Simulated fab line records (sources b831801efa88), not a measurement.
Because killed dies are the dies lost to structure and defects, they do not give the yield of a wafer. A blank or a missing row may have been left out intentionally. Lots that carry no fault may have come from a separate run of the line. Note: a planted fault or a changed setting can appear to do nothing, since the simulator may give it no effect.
fab line records | flow sky130 | part 2 of 2: steps 43 to 43 of 43
[record] lots = 6 | wafers = 18 | lastDay = 50
route steps=708 shown POLY_GATE@221 LDD_N@237 LDD_P@255 PAD_OPEN@708
lots that met no fault: from a run of the same line without faults
startH: start of the lot's first displayed wafer, in hours after the record's first day | waitH: time in hours since the lot's previous step | " same as the row above | L1.1+2: a single row standing in for several wafers | - value missing, or start not given | * or withheld: withheld | < > ~ a bound
route shown NAME@n: names a module that has steps shown in the file, with the first one's number in the route | usual: mean/standard deviation of fault-free wafers | same: alike in all rows | chamber/n: place in a boat | sites: the reading at each site | _std_site: the values' standard deviation | _edge_site: outer sites' mean less inner sites' | radiusMm: for every site, how far away it sits from the centre of the wafer | mask NAME#n: copy n | behind: the most recent tool/chamber to have shaped the wafer | hold: why the lot went on hold/how many hours it stayed there/how the hold came to an end | device: names the non-switching transistor (n, p or np) | end of line: the same wafers' tests at the end of the route | step lacking rows: just its recipe | killed: count of dies lost to structure and defects at first sort (not the wafer's yield) | map: per-die view of a wafer (x killed, . not killed, _ where there is no die)
set.NAME: the setting the step ran with; set.NAME@STEP: the setting that earlier step ran with | model.NAME: the simulator's own value behind a step, which no gauge read
lots at some steps of the route; a table a step, a row a wafer
services: when a tool's chamber went out of use (startH, in hours from the record's first day, below 0 if earlier), for how many hours, and the reason
[[steps]]
[step SKY_PAD_OPEN_PROBE_99]
[usual] killed_at_M0_to_M3 = 44/6.8 | killed_at_M4_up = 2.9/1.7 | killedAtContacts = 24/5.2 | killedAtFrontEnd = 15/4 | killedAtOther = 0.2/0.44 | killedDies = 86/9.9 | killedOpen = 47/7.9 | killedShort = 39/6.3
[same] grossDies = 492 | killedAtBackSide = 0
lot.wafer | tool      | chamber | startH  | waitH | killed_at_M0_to_M3 | killed_at_M4_up | killedAtContacts | killedAtFrontEnd | killedAtOther | killedDies | killedOpen | killedShort | model.etest.diodeNwellSub.leakLog10ACm2 | model.etest.diodeDnwellSub.leakLog10ACm2 | model.etest.diodePwellDnwell.leakLog10ACm2 | model.etest.diodeNdiffPwellHv.leakLog10ACm2 | model.etest.diodePdiffNwellHv.leakLog10ACm2 | model.etest.diodeNdiffPwell.leakLog10ACm2 | model.etest.diodePdiffNwell.leakLog10ACm2 | model.etest.nfet_16v.offLog10AUm
L841.2    | prober-02 | -       | 1092.32 | 0.1   | 38                 | 6               | 21               | 14               | 0             | 79         | 39         | 40          | -7.47                                   | -7.366                                   | -7.461                                     | -6.753                                      | -6.867                                      | -7.165                                    | -7.329                                    | -13.89
L841.3    | prober-02 | -       | 1092.37 | 0.2   | 38                 | 1               | 19               | 13               | 0             | 71         | 39         | 31          | -7.272                                  | -7.438                                   | -7.362                                     | -6.613                                      | -6.643                                      | -7.136                                    | -7.218                                    | -13.94
L841.6    | prober-02 | -       | 1092.52 | 0.2   | 40                 | 2               | 26               | 13               | 0             | 81         | 40         | 39          | -7.333                                  | -7.835                                   | -7.324                                     | -6.642                                      | -6.431                                      | -7.354                                    | -7.247                                    | -13.86
L845.2    | prober-02 | -       | 1118.83 | 0.1   | 49                 | 2               | 27               | 16               | 1             | 95         | 51         | 44          | -7.517                                  | -7.688                                   | -7.416                                     | -7.13                                       | -6.779                                      | -7.349                                    | -7.304                                    | -13.89
L845.4    | prober-02 | -       | 1118.93 | 0.2   | 49                 | 2               | 29               | 14               | 0             | 94         | 57         | 37          | -7.171                                  | -7.075                                   | -7.458                                     | -6.706                                      | -6.604                                      | -7.511                                    | -7.416                                    | -13.78
L845.6    | prober-02 | -       | 1119.03 | 0.2   | 45                 | 1               | 31               | 11               | 0             | 88         | 53         | 35          | -7.405                                  | -7.517                                   | -7.671                                     | -6.631                                      | -6.832                                      | -7.573                                    | -7.394                                    | -13.69
L850.2    | prober-01 | -       | 1140.74 | 0.1   | 47                 | 5               | 23               | 8                | 0             | 83         | 32         | 51          | -6.313                                  | -6.202                                   | -6.963                                     | -6.154                                      | -6.547                                      | -6.861                                    | -6.903                                    | -13.41
L850.3    | prober-01 | -       | 1140.79 | 0.2   | 44                 | 2               | 31               | 11               | 0             | 88         | 46         | 42          | -6.45                                   | -6.407                                   | -6.418                                     | -6.184                                      | -6.085                                      | -6.826                                    | -6.682                                    | -13.47
L850.4    | prober-01 | -       | 1140.84 | 0.2   | 53                 | 5               | 29               | 17               | 0             | 104        | 65         | 39          | -6.389                                  | -6.202                                   | -6.785                                     | -6.301                                      | -6.199                                      | -6.867                                    | -6.94                                     | -13.51
L851.4    | prober-02 | -       | 1143.99 | 0.2   | 55                 | 3               | 33               | 15               | 0             | 106        | 58         | 47          | -6.406                                  | -6.604                                   | -6.67                                      | -6.307                                      | -6.107                                      | -6.994                                    | -6.906                                    | -13.54
L851.5    | prober-02 | -       | 1144.04 | 0.2   | 45                 | 4               | 35               | 18               | 0             | 102        | 57         | 45          | -6.44                                   | -6.414                                   | -6.535                                     | -6.399                                      | -5.907                                      | -6.946                                    | -6.784                                    | -13.59
L851.6    | prober-02 | -       | 1144.09 | 0.2   | 43                 | 4               | 29               | 11               | 0             | 87         | 54         | 32          | -6.168                                  | -6.399                                   | -6.84                                      | -6.149                                      | -5.897                                      | -6.791                                    | -6.723                                    | -13.5
L856.2    | prober-01 | -       | 1173.58 | 0.1   | 40                 | 4               | 29               | 14               | 1             | 88         | 43         | 45          | -7.464                                  | -7.288                                   | -7.484                                     | -6.985                                      | -6.737                                      | -7.116                                    | -7.205                                    | -13.88
L856.3    | prober-01 | -       | 1173.63 | 0.2   | 47                 | 4               | 17               | 13               | 0             | 81         | 37         | 43          | -7.331                                  | -7.322                                   | -7.487                                     | -6.674                                      | -6.736                                      | -7.433                                    | -7.285                                    | -13.81
L856.5    | prober-01 | -       | 1173.73 | 0.2   | 48                 | 2               | 14               | 16               | 0             | 80         | 46         | 34          | -7.446                                  | -7.236                                   | -7.614                                     | -6.884                                      | -6.629                                      | -7.514                                    | -7.254                                    | -13.76
L862.1    | prober-01 | -       | 1198.24 | 0.1   | 55                 | 4               | 27               | 10               | 0             | 96         | 59         | 37          | -7.387                                  | -7.555                                   | -7.614                                     | -6.746                                      | -6.487                                      | -7.159                                    | -7.316                                    | -13.91
L862.3    | prober-01 | -       | 1198.34 | 0.2   | 37                 | 3               | 24               | 17               | 0             | 81         | 47         | 34          | -7.5                                    | -7.433                                   | -7.62                                      | -6.826                                      | -6.522                                      | -7.332                                    | -7.328                                    | -13.76
L862.5    | prober-01 | -       | 1198.44 | 0.2   | 50                 | 4               | 22               | 15               | 0             | 91         | 57         | 34          | -7.644                                  | -7.213                                   | -7.382                                     | -6.867                                      | -6.561                                      | -7.517                                    | -7.157                                    | -13.82
// killed by level:class
L841.2 LI_CONTACT:geometricParticle:open=7 CONTACT:geometricParticle:short=6 CONTACT:geometricParticle:open=6 VIA2:geometricParticle:open=6 METAL1:geometricParticle:short=5 VIA1:geometricParticle:short=5 VIA1:geometricParticle:open=5 METAL2:geometricParticle:short=5
L841.3 VIA1:geometricParticle:open=11 CONTACT:geometricParticle:open=7 VIA3:geometricParticle:open=7 FIELD_ISO:geometricParticle:short=5 METAL1:geometricParticle:short=5 VIA2:geometricParticle:open=5 POLY_GATE:geometricParticle:short=4 LOCAL_INTERCONNECT:geometricParticle:short=4
L841.6 CONTACT:geometricParticle:open=10 VIA1:geometricParticle:open=8 VIA1:geometricParticle:short=8 LI_CONTACT:geometricParticle:open=7 VIA3:geometricParticle:open=6 VIA3:geometricParticle:short=6 POLY_GATE:geometricParticle:short=4 CONTACT:geometricParticle:short=4
L845.2 LI_CONTACT:geometricParticle:open=10 METAL2:geometricParticle:short=10 VIA3:geometricParticle:open=8 VIA2:geometricParticle:open=7 VIA1:geometricParticle:open=7 CONTACT:geometricParticle:open=6 FIELD_ISO:geometricParticle:open=5 METAL3:geometricParticle:short=5
L845.4 VIA1:geometricParticle:open=15 FIELD_ISO:geometricParticle:open=8 LI_CONTACT:geometricParticle:open=8 LOCAL_INTERCONNECT:geometricParticle:short=7 CONTACT:geometricParticle:open=7 VIA2:geometricParticle:open=7 FIELD_ISO:geometricParticle:short=5 METAL1:geometricParticle:short=5
L845.6 VIA1:geometricParticle:open=15 CONTACT:geometricParticle:open=13 LI_CONTACT:geometricParticle:open=7 LOCAL_INTERCONNECT:geometricParticle:short=6 METAL2:geometricParticle:short=6 VIA1:geometricParticle:short=5 VIA3:geometricParticle:open=4 FIELD_ISO:geometricParticle:open=3
L850.2 CONTACT:geometricParticle:short=11 METAL2:geometricParticle:short=10 VIA1:geometricParticle:open=6 VIA3:geometricParticle:open=6 LI_CONTACT:geometricParticle:open=5 VIA2:geometricParticle:open=5 METAL3:geometricParticle:short=5 METAL4:geometricParticle:short=5
L850.3 CONTACT:geometricParticle:open=13 VIA1:geometricParticle:open=12 CONTACT:geometricParticle:short=8 VIA3:geometricParticle:open=6 METAL2:geometricParticle:short=6 LI_CONTACT:geometricParticle:open=5 FIELD_ISO:geometricParticle:open=4 LOCAL_INTERCONNECT:geometricParticle:short=4
L850.4 CONTACT:geometricParticle:open=13 VIA3:geometricParticle:open=12 VIA1:geometricParticle:open=10 LI_CONTACT:geometricParticle:open=8 VIA2:geometricParticle:open=8 METAL2:geometricParticle:short=6 FIELD_ISO:geometricParticle:short=4 FIELD_ISO:geometricParticle:open=4
L851.4 CONTACT:geometricParticle:open=13 METAL1:geometricParticle:short=10 VIA2:geometricParticle:open=9 VIA3:geometricParticle:open=9 VIA1:geometricParticle:open=8 LI_CONTACT:geometricParticle:open=6 LOCAL_INTERCONNECT:geometricParticle:short=6 METAL2:geometricParticle:short=5
L851.5 CONTACT:geometricParticle:open=14 VIA3:geometricParticle:open=9 VIA2:geometricParticle:open=8 LOCAL_INTERCONNECT:geometricParticle:short=7 METAL2:geometricParticle:short=7 LI_CONTACT:geometricParticle:open=6 METAL1:geometricParticle:short=6 POLY_GATE:geometricParticle:short=5
L851.6 LI_CONTACT:geometricParticle:open=11 CONTACT:geometricParticle:open=9 VIA1:geometricParticle:open=9 VIA3:geometricParticle:open=8 VIA2:geometricParticle:open=7 POLY_GATE:geometricParticle:open=4 METAL1:geometricParticle:short=4 VIA1:geometricParticle:short=4
L856.2 CONTACT:geometricParticle:open=8 VIA1:geometricParticle:open=7 LI_CONTACT:geometricParticle:open=6 METAL1:geometricParticle:short=6 LI_CONTACT:geometricParticle:short=5 VIA3:geometricParticle:short=5 CONTACT:geometricParticle:short=5 VIA2:geometricParticle:open=5
L856.3 VIA1:geometricParticle:open=12 METAL1:geometricParticle:short=7 VIA2:geometricParticle:open=6 FIELD_ISO:geometricParticle:short=5 LI_CONTACT:geometricParticle:open=5 METAL2:geometricParticle:short=5 LOCAL_INTERCONNECT:geometricParticle:short=4 CONTACT:geometricParticle:short=4
L856.5 VIA1:geometricParticle:open=19 LI_CONTACT:geometricParticle:open=6 VIA2:geometricParticle:open=6 POLY_GATE:geometricParticle:open=5 POLY_GATE:geometricParticle:short=5 METAL2:geometricParticle:short=5 METAL1:geometricParticle:short=5 LOCAL_INTERCONNECT:geometricParticle:short=4
L862.1 VIA1:geometricParticle:open=15 VIA3:geometricParticle:open=10 LI_CONTACT:geometricParticle:open=9 VIA2:geometricParticle:open=8 CONTACT:geometricParticle:open=6 CONTACT:geometricParticle:short=6 METAL1:geometricParticle:short=6 FIELD_ISO:geometricParticle:open=5
L862.3 VIA2:geometricParticle:open=10 LI_CONTACT:geometricParticle:open=8 POLY_GATE:geometricParticle:open=6 VIA1:geometricParticle:open=6 FIELD_ISO:geometricParticle:short=5 CONTACT:geometricParticle:open=5 CONTACT:geometricParticle:short=5 VIA3:geometricParticle:open=5
L862.5 VIA1:geometricParticle:open=14 CONTACT:geometricParticle:open=10 POLY_GATE:geometricParticle:open=8 VIA3:geometricParticle:open=7 LI_CONTACT:geometricParticle:open=6 VIA1:geometricParticle:short=6 VIA2:geometricParticle:open=6 METAL2:geometricParticle:short=4
[[services]]
tool           | chamber | startH | hours | kind
plasmaAsher-01 | -       | 368.64 | 2.8   | pm
rieDiel-04     | 2       | 397.48 | 1.8   | repair
rieDiel-02     | -       | 398.76 | 1.0   | repair
plasmaAsher-03 | -       | 416.80 | 2.8   | pm
plasmaAsher-01 | -       | 421.33 | 9.0   | pm
rieDiel-04     | -       | 424.86 | 1.3   | repair
rieDiel-04     | 3       | 430.91 | 70.2  | repair
rieDiel-02     | 0       | 441.72 | 3.0   | repair
rieDiel-04     | -       | 452.42 | 14.6  | pm
rieSi-02       | 2       | 468.90 | 6.8   | repair
plasmaAsher-01 | -       | 475.39 | 5.9   | repair
rieSi-01       | 1       | 476.69 | 2.1   | repair
plasmaAsher-03 | -       | 479.09 | 0.7   | repair
rieDiel-02     | 0       | 486.23 | 3.9   | repair
rieSi-02       | 3       | 490.18 | 8.8   | repair
plasmaAsher-03 | -       | 498.32 | 3.3   | repair
rieSi-01       | -       | 501.83 | 0.9   | repair
rieDiel-04     | 1       | 520.69 | 1.5   | repair
rieDiel-04     | 2       | 542.55 | 11.1  | repair
rieSi-01       | 3       | 557.85 | 3.7   | repair
rieSi-01       | 2       | 561.35 | 10.9  | repair
rieDiel-04     | -       | 582.48 | 0.2   | repair
rieDiel-04     | -       | 586.71 | 1.5   | repair
rieDiel-02     | 0       | 587.78 | 34.2  | repair
[[key]]
firstSign none at tools or gauges
[modelEffect] step = SKY_PAD_OPEN_PROBE_99 | value = etest.diodeNwellSub.leakLog10ACm2 | without = -7.318 | struck = -6.361
metAt SKY_POLY_GATE_CLEAN_19
struckWafers L850.2,L850.3,L850.4,L851.4,L851.5,L851.6
testerLeftOut L850,L851
onsetBetween 385.86 461.68
alsoFits SKY_POLY_GATE_ETCH_17:rieSi-02,SKY_LDD_N_STRIP_16:plasmaAsher-03
[fault] kind = metallicContaminationSource | tool = wetBench-03 | chamber = - | onsetH = 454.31 | steps = SKY_POLY_GATE_CLEAN_19 | rateCm2PerVisit = 3.8862e+11 | species = metalFeCm2
// testerLeftOut: of these lots the tester's yield and bins aren't shown, on N5 and GAA mostly nor the transistor test; their killed dies are dies lost to structure and defects alone, not to doping, threshold or leakage, so they don't give the yield
